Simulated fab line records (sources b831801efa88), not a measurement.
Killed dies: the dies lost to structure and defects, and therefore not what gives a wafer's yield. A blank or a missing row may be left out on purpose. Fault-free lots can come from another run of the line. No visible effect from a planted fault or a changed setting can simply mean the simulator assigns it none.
The tool behind it: which one? / flow sfq line / 14 lots with 41 wafers sampled at 6 steps, on a route of 325 steps

WHAT THE GAUGES READ, wafer by wafer
SFQ_M0_RS_MEAS_904: the measuring method here is four-point-probe.
lot=L903; measured=day 7 15:17; on=film metro-03; M0_NB_RS (ohm/sq)=0.909 0.905 0.904
lot=L904; measured=day 7 23:49; on=film metro-03; M0_NB_RS (ohm/sq)=0.890 0.893 0.890
lot=L905; measured=day 8 04:36; on=film metro-03; M0_NB_RS (ohm/sq)=0.892 0.890 0.888
lot=L907; measured=day 8 13:45; on=film metro-03; M0_NB_RS (ohm/sq)=0.899 0.900 0.901
lot=L908; measured=day 8 17:22; on=film metro-01; M0_NB_RS (ohm/sq)=0.901 0.898 0.896
lot=L909; measured=day 8 18:33; on=film metro-01; M0_NB_RS (ohm/sq)=0.904 0.895 0.899
lot=L910; measured=day 9 01:45; on=film metro-03; M0_NB_RS (ohm/sq)=0.904 0.898 0.897
lot=L911; measured=day 9 07:46; on=film metro-01; M0_NB_RS (ohm/sq)=0.913 0.909 0.917
lot=L912; measured=day 9 15:01; on=film metro-02; M0_NB_RS (ohm/sq)=0.902 0.899 0.888
lot=L914; measured=day 10 00:34; on=film metro-03; M0_NB_RS (ohm/sq)=0.889 0.904 0.904
lot=L915; measured=day 10 10:07; on=film metro-01; M0_NB_RS (ohm/sq)=0.901 0.899 0.903
lot=L919; measured=day 11 16:19; on=film metro-03; M0_NB_RS (ohm/sq)=0.885 0.885 2.395
lot=L922; measured=day 12 15:08; on=film metro-03; M0_NB_RS (ohm/sq)=2.362 2.365
lot=L926; measured=day 13 05:34; on=film metro-02; M0_NB_RS (ohm/sq)=0.899 0.891 0.891

SFQ_M1_OVL_MEAS_911.
lot=L903; measured=day 14 16:37; on=overlay-02; M1_OVL (nm)=-4 -5 -7
lot=L904; measured=day 14 17:20; on=overlay-02; M1_OVL (nm)=-18 -8 -13
lot=L905; measured=day 14 18:32; on=overlay-02; M1_OVL (nm)=-5 -2 -1
lot=L907; measured=day 18 10:34; on=overlay-01; M1_OVL (nm)=-4 -3 -8
lot=L908; measured=day 18 12:58; on=overlay-02; M1_OVL (nm)=6 -2 2
lot=L909; measured=day 18 20:10; on=overlay-02; M1_OVL (nm)=11 13 10
lot=L910; measured=day 19 03:29; on=overlay-02; M1_OVL (nm)=6 9 -7
lot=L911; measured=day 19 18:57; on=overlay-02; M1_OVL (nm)=-1 2 -2
lot=L912; measured=day 20 06:58; on=overlay-01; M1_OVL (nm)=6 8 4
lot=L914; measured=day 20 20:09; on=overlay-01; M1_OVL (nm)=3 -1 2
lot=L915; measured=day 21 11:41; on=overlay-02; M1_OVL (nm)=-9 -6 2
lot=L919; measured=day 22 19:06; on=overlay-02; M1_OVL (nm)=-3 -2 -2
lot=L922; measured=day 23 15:31; on=overlay-02; M1_OVL (nm)=2 4
lot=L926; measured=day 24 10:01; on=overlay-02; M1_OVL (nm)=3 5 6

TOOL THAT RAN EACH LOT (tool first, then ch and the chambers of the sampled wafers, then the start)
lot=L903; SFQ_TRILAYER_M0_DEP_SPUTTER_019=pvd sputter-06, day 7 15:11; SFQ_TRILAYER_M0_BARC_OPEN_METAL_ETCH_031=rie metal-04 ch 0,1, day 8 11:42; SFQ_TRILAYER_M0_ETCH_METAL_ETCH_024=rie metal-04 ch 0,1, day 8 11:45; SFQ_TRILAYER_M1_DEP_SPUTTER_037=pvd sputter-05, day 12 23:05
lot=L904; SFQ_TRILAYER_M0_DEP_SPUTTER_019=pvd sputter-06, day 7 23:43; SFQ_TRILAYER_M0_BARC_OPEN_METAL_ETCH_031=rie metal-01 ch 0,1, day 8 15:18; SFQ_TRILAYER_M0_ETCH_METAL_ETCH_024=rie metal-01 ch 0,1, day 8 15:21; SFQ_TRILAYER_M1_DEP_SPUTTER_037=pvd sputter-04, day 13 01:53
lot=L905; SFQ_TRILAYER_M0_DEP_SPUTTER_019=pvd sputter-05, day 8 04:31; SFQ_TRILAYER_M0_BARC_OPEN_METAL_ETCH_031=rie metal-03 ch 0, day 8 17:42; SFQ_TRILAYER_M0_ETCH_METAL_ETCH_024=rie metal-03 ch 0, day 8 17:45; SFQ_TRILAYER_M1_DEP_SPUTTER_037=pvd sputter-06, day 13 02:55
lot=L907; SFQ_TRILAYER_M0_DEP_SPUTTER_019=pvd sputter-03, day 8 13:40; SFQ_TRILAYER_M0_BARC_OPEN_METAL_ETCH_031=rie metal-01 ch 0,1, day 9 02:06; SFQ_TRILAYER_M0_ETCH_METAL_ETCH_024=rie metal-01 ch 0,1, day 9 02:09; SFQ_TRILAYER_M1_DEP_SPUTTER_037=pvd sputter-04, day 13 17:07
lot=L908; SFQ_TRILAYER_M0_DEP_SPUTTER_019=pvd sputter-03, day 8 17:16; SFQ_TRILAYER_M0_BARC_OPEN_METAL_ETCH_031=rie metal-04 ch 0,1, day 9 04:30; SFQ_TRILAYER_M0_ETCH_METAL_ETCH_024=rie metal-04 ch 0,1, day 9 04:33; SFQ_TRILAYER_M1_DEP_SPUTTER_037=pvd sputter-04, day 13 18:19
lot=L909; SFQ_TRILAYER_M0_DEP_SPUTTER_019=pvd sputter-03, day 8 18:28; SFQ_TRILAYER_M0_BARC_OPEN_METAL_ETCH_031=rie metal-03 ch 0,1, day 9 06:57; SFQ_TRILAYER_M0_ETCH_METAL_ETCH_024=rie metal-03 ch 0,1, day 9 07:00; SFQ_TRILAYER_M1_DEP_SPUTTER_037=pvd sputter-05, day 13 23:07
lot=L910; SFQ_TRILAYER_M0_DEP_SPUTTER_019=pvd sputter-05, day 9 01:40; SFQ_TRILAYER_M0_BARC_OPEN_METAL_ETCH_031=rie metal-04 ch 0,1, day 9 11:50; SFQ_TRILAYER_M0_ETCH_METAL_ETCH_024=rie metal-04 ch 0,1, day 9 11:53; SFQ_TRILAYER_M1_DEP_SPUTTER_037=pvd sputter-06, day 14 05:07
lot=L911; SFQ_TRILAYER_M0_DEP_SPUTTER_019=pvd sputter-06, day 9 07:40; SFQ_TRILAYER_M0_BARC_OPEN_METAL_ETCH_031=rie metal-03 ch 0,1, day 9 19:00; SFQ_TRILAYER_M0_ETCH_METAL_ETCH_024=rie metal-03 ch 0,1, day 9 19:03; SFQ_TRILAYER_M1_DEP_SPUTTER_037=pvd sputter-06, day 14 16:49
lot=L912; SFQ_TRILAYER_M0_DEP_SPUTTER_019=pvd sputter-06, day 9 14:52; SFQ_TRILAYER_M0_BARC_OPEN_METAL_ETCH_031=rie metal-03 ch 0,1, day 9 22:37; SFQ_TRILAYER_M0_ETCH_METAL_ETCH_024=rie metal-03 ch 0,1, day 9 22:42; SFQ_TRILAYER_M1_DEP_SPUTTER_037=pvd sputter-06, day 15 03:37
lot=L914; SFQ_TRILAYER_M0_DEP_SPUTTER_019=pvd sputter-06, day 10 00:28; SFQ_TRILAYER_M0_BARC_OPEN_METAL_ETCH_031=rie metal-01 ch 0, day 10 03:46; SFQ_TRILAYER_M0_ETCH_METAL_ETCH_024=rie metal-01 ch 0, day 10 03:49; SFQ_TRILAYER_M1_DEP_SPUTTER_037=pvd sputter-06, day 15 11:34
lot=L915; SFQ_TRILAYER_M0_DEP_SPUTTER_019=pvd sputter-06, day 10 10:02; SFQ_TRILAYER_M0_BARC_OPEN_METAL_ETCH_031=rie metal-04 ch 0,1, day 10 16:09; SFQ_TRILAYER_M0_ETCH_METAL_ETCH_024=rie metal-04 ch 0,1, day 10 16:13; SFQ_TRILAYER_M1_DEP_SPUTTER_037=pvd sputter-05, day 15 17:34
lot=L919; SFQ_TRILAYER_M0_DEP_SPUTTER_019=pvd sputter-06, day 11 16:12; SFQ_TRILAYER_M0_BARC_OPEN_METAL_ETCH_031=rie metal-04 ch 0, day 11 18:59; SFQ_TRILAYER_M0_ETCH_METAL_ETCH_024=rie metal-04 ch 0, day 11 19:08; SFQ_TRILAYER_M1_DEP_SPUTTER_037=pvd sputter-05, day 16 12:46
lot=L922; SFQ_TRILAYER_M0_DEP_SPUTTER_019=pvd sputter-06, day 12 15:01; SFQ_TRILAYER_M0_BARC_OPEN_METAL_ETCH_031=rie metal-04 ch 1, day 12 21:10; SFQ_TRILAYER_M0_ETCH_METAL_ETCH_024=rie metal-04 ch 1, day 12 21:20; SFQ_TRILAYER_M1_DEP_SPUTTER_037=pvd sputter-05, day 17 10:22
lot=L926; SFQ_TRILAYER_M0_DEP_SPUTTER_019=pvd sputter-05, day 13 05:25; SFQ_TRILAYER_M0_BARC_OPEN_METAL_ETCH_031=rie metal-04 ch 0,1, day 17 14:13; SFQ_TRILAYER_M0_ETCH_METAL_ETCH_024=rie metal-04 ch 0,1, day 17 14:18; SFQ_TRILAYER_M1_DEP_SPUTTER_037=pvd sputter-05, day 18 00:36
- SFQ_TRILAYER_M0_DEP_SPUTTER_019: material Nb, target thk 200 nm, time 133.3 s.
- SFQ_TRILAYER_M0_BARC_OPEN_METAL_ETCH_031: etches BARC in O2, target depth 125 nm, time 41.7 s.
- SFQ_TRILAYER_M0_ETCH_METAL_ETCH_024: etches Nb in Cl2/Ar, stops on SiO2, target depth 240 nm, time 120 s.
- SFQ_TRILAYER_M1_DEP_SPUTTER_037: material Nb, target thk 200 nm, time 133.3 s.

AS READ BY THE TOOLS THEMSELVES (means over the sampled wafers that have a number; for cases with no such wafer, the mark the record gives instead)
SFQ_TRILAYER_M0_DEP_SPUTTER_019.
lot=L903; tool=pvd sputter-06; throttle valve pct (%)=29.4
lot=L904; tool=pvd sputter-06; throttle valve pct (%)=29.3
lot=L905; tool=pvd sputter-05; throttle valve pct (%)=29.1
lot=L907; tool=pvd sputter-03; throttle valve pct (%)=30.3
lot=L908; tool=pvd sputter-03; throttle valve pct (%)=29.8
lot=L909; tool=pvd sputter-03; throttle valve pct (%)=30.4
lot=L910; tool=pvd sputter-05; throttle valve pct (%)=30.5
lot=L911; tool=pvd sputter-06; throttle valve pct (%)=29.7
lot=L912; tool=pvd sputter-06; throttle valve pct (%)=29.2
lot=L914; tool=pvd sputter-06; throttle valve pct (%)=29.3
lot=L915; tool=pvd sputter-06; throttle valve pct (%)=29.4
lot=L919; tool=pvd sputter-06; throttle valve pct (%)=29.1
lot=L922; tool=pvd sputter-06; throttle valve pct (%)=30.1
lot=L926; tool=pvd sputter-05; throttle valve pct (%)=29.3

SFQ_TRILAYER_M0_BARC_OPEN_METAL_ETCH_031.
lot=L903; tool=rie metal-04; drypump motor current A (A)=5.9; oes product au (a.u.)=0.686
lot=L904; tool=rie metal-01; drypump motor current A (A)=5.4; oes product au (a.u.)=0.688
lot=L905; tool=rie metal-03; drypump motor current A (A)=5.9; oes product au (a.u.)=0.688
lot=L907; tool=rie metal-01; drypump motor current A (A)=5.6; oes product au (a.u.)=0.690
lot=L908; tool=rie metal-04; drypump motor current A (A)=5.9; oes product au (a.u.)=0.680
lot=L909; tool=rie metal-03; drypump motor current A (A)=5.3; oes product au (a.u.)=0.686
lot=L910; tool=rie metal-04; drypump motor current A (A)=5.6; oes product au (a.u.)=0.688
lot=L911; tool=rie metal-03; drypump motor current A (A)=5.6; oes product au (a.u.)=0.684
lot=L912; tool=rie metal-03; drypump motor current A (A)=5.7; oes product au (a.u.)=0.683
lot=L914; tool=rie metal-01; drypump motor current A (A)=5.3; oes product au (a.u.)=0.682
lot=L915; tool=rie metal-04; drypump motor current A (A)=5.6; oes product au (a.u.)=0.685
lot=L919; tool=rie metal-04; drypump motor current A (A)=6.2; oes product au (a.u.)=0.687
lot=L922; tool=rie metal-04; drypump motor current A (A)=5.3; oes product au (a.u.)=0.674
lot=L926; tool=rie metal-04; drypump motor current A (A)=5.6; oes product au (a.u.)=0.683

SFQ_TRILAYER_M0_ETCH_METAL_ETCH_024.
lot=L903; tool=rie metal-04; drypump motor current A (A)=5.9; oes product au (a.u.)=0.885
lot=L904; tool=rie metal-01; drypump motor current A (A)=5.4; oes product au (a.u.)=0.894
lot=L905; tool=rie metal-03; drypump motor current A (A)=6.0; oes product au (a.u.)=0.896
lot=L907; tool=rie metal-01; drypump motor current A (A)=5.6; oes product au (a.u.)=0.888
lot=L908; tool=rie metal-04; drypump motor current A (A)=5.9; oes product au (a.u.)=0.891
lot=L909; tool=rie metal-03; drypump motor current A (A)=5.3; oes product au (a.u.)=0.891
lot=L910; tool=rie metal-04; drypump motor current A (A)=5.6; oes product au (a.u.)=0.894
lot=L911; tool=rie metal-03; drypump motor current A (A)=5.6; oes product au (a.u.)=0.886
lot=L912; tool=rie metal-03; drypump motor current A (A)=5.6; oes product au (a.u.)=0.890
lot=L914; tool=rie metal-01; drypump motor current A (A)=5.3; oes product au (a.u.)=0.892
lot=L915; tool=rie metal-04; drypump motor current A (A)=5.6; oes product au (a.u.)=0.889
lot=L919; tool=rie metal-04; drypump motor current A (A)=6.2; oes product au (a.u.)=0.789
lot=L922; tool=rie metal-04; drypump motor current A (A)=5.3; oes product au (a.u.)=0.573
lot=L926; tool=rie metal-04; drypump motor current A (A)=5.6; oes product au (a.u.)=0.895

SFQ_TRILAYER_M1_DEP_SPUTTER_037.
lot=L903; tool=pvd sputter-05; throttle valve pct (%)=31.6
lot=L904; tool=pvd sputter-04; throttle valve pct (%)=29.9
lot=L905; tool=pvd sputter-06; throttle valve pct (%)=29.3
lot=L907; tool=pvd sputter-04; throttle valve pct (%)=29.5
lot=L908; tool=pvd sputter-04; throttle valve pct (%)=29.3
lot=L909; tool=pvd sputter-05; throttle valve pct (%)=29.4
lot=L910; tool=pvd sputter-06; throttle valve pct (%)=29.6
lot=L911; tool=pvd sputter-06; throttle valve pct (%)=29.7
lot=L912; tool=pvd sputter-06; throttle valve pct (%)=29.2
lot=L914; tool=pvd sputter-06; throttle valve pct (%)=29.1
lot=L915; tool=pvd sputter-05; throttle valve pct (%)=31.1
lot=L919; tool=pvd sputter-05; throttle valve pct (%)=30.9
lot=L922; tool=pvd sputter-05; throttle valve pct (%)=29.2
lot=L926; tool=pvd sputter-05; throttle valve pct (%)=30.9

THE ANSWER, worked out from the rows above alone
Rule: usual is defined by the lots themselves. Put in order of their means at a reading, lots are off if they are a third of the lots or fewer, leave a main group of 4 or more, and stand apart from it by a gap of 3 or more times the standard deviation of the main group's means; of several such gaps the widest counts. The tables above print the reading to a certain number of digits; a main group whose means all agree to those digits is not used. Also off: a lot with no number at a reading for which 4 or more lots have one. The other lots that the step has rows for count as sound. First the gauges in route order, then the tools' own readings, where a lot's mean is used as printed above. At the first step where some lot is off, the reading lying furthest off is the one used; lots without a number count as furthest.
Off: L919, L922, at SFQ_M0_RS_MEAS_904 (M0_NB_RS). Mean 0.899 ohm/sq and standard deviation 0.006 in the main group.
If a tool, at a process step before that reading, ran all the lots that are off and no sound lot after the first of them, it fits. Not tried: the gauges at SFQ_M0_RS_MEAS_904; whatever is off there is also off at SFQ_TRILAYER_M0_ETCH_METAL_ETCH_024, on other tools, and gauge error can't account for it. One fits: pvd sputter-06 at SFQ_TRILAYER_M0_DEP_SPUTTER_019. A fault onset in the window from L915 (day 10 10:02, its last sound lot) to L919 (day 11 16:12, its first lot off) fits.

WHAT WAS PUT IN BY THE SIMULATOR
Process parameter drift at SFQ_TRILAYER_M0_DEP_SPUTTER_019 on pvd sputter-06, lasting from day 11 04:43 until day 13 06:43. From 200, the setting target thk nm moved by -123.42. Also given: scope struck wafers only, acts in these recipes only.
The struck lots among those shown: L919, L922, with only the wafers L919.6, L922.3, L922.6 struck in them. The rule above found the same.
